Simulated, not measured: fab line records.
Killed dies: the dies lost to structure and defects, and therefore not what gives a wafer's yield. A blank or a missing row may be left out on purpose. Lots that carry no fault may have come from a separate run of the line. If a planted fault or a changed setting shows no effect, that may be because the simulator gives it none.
Matching of chambers    flow sky130    rie_diel-04 running SKY_VIA1_ETCH_14: 4 sister chambers
The step etches BARC in N2/H2, stops on SiO2, time 45.9 s, target depth 60 nm. 4 wafers are shown with their chamber, then 9 later ones without.

WAFERS WITH THEIR CHAMBER
wafer   chamber  throttle_valve_pct (%)
L091.4  0        13.221
L091.6  3        13.232
L094.2  1        13.225
L094.6  2        13.232

WAFERS WHOSE CHAMBER IS MISSING
wafer   throttle_valve_pct (%)
L095.2  13.229
L095.3  13.224
L095.6  13.224
L096.4  13.221
L096.5  13.237
L096.6  13.219
L097.1  13.229
L097.3  13.218
L097.4  13.222

CHAMBER TAKEN BY EACH
wafer   from the rows above                in truth
L095.2  can't be placed: 2 or 3 or 1 or 0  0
L095.3  can't be placed: 1 or 0            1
L095.6  can't be placed: 1 or 0            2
L096.4  can't be placed: 0 or 1            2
L096.5  can't be placed: 2 or 3            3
L096.6  can't be placed: 0 or 1            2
L097.1  can't be placed: 2 or 3 or 1 or 0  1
L097.3  can't be placed: 0 or 1            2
L097.4  can't be placed: 0 or 1            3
0 of 9 placed correctly. From these rows, 9 cannot be placed; in 4 the true chamber is one of the candidates. 0 placed wrongly.
How it was worked out, from the rows above alone: a wafer's distance from a chamber is the root of the sum, over the readings, of the square of ((its reading less the chamber's mean) divided by the reading's scatter). If the next closest chamber is less than 2 further off than the closest, the wafer can't be placed; otherwise it belongs to the closest. The mean given for a chamber averages the wafers shown for that chamber. The scatter: root of mean squared gap, hidden wafer to nearest shown wafer, with one shown wafer a chamber.
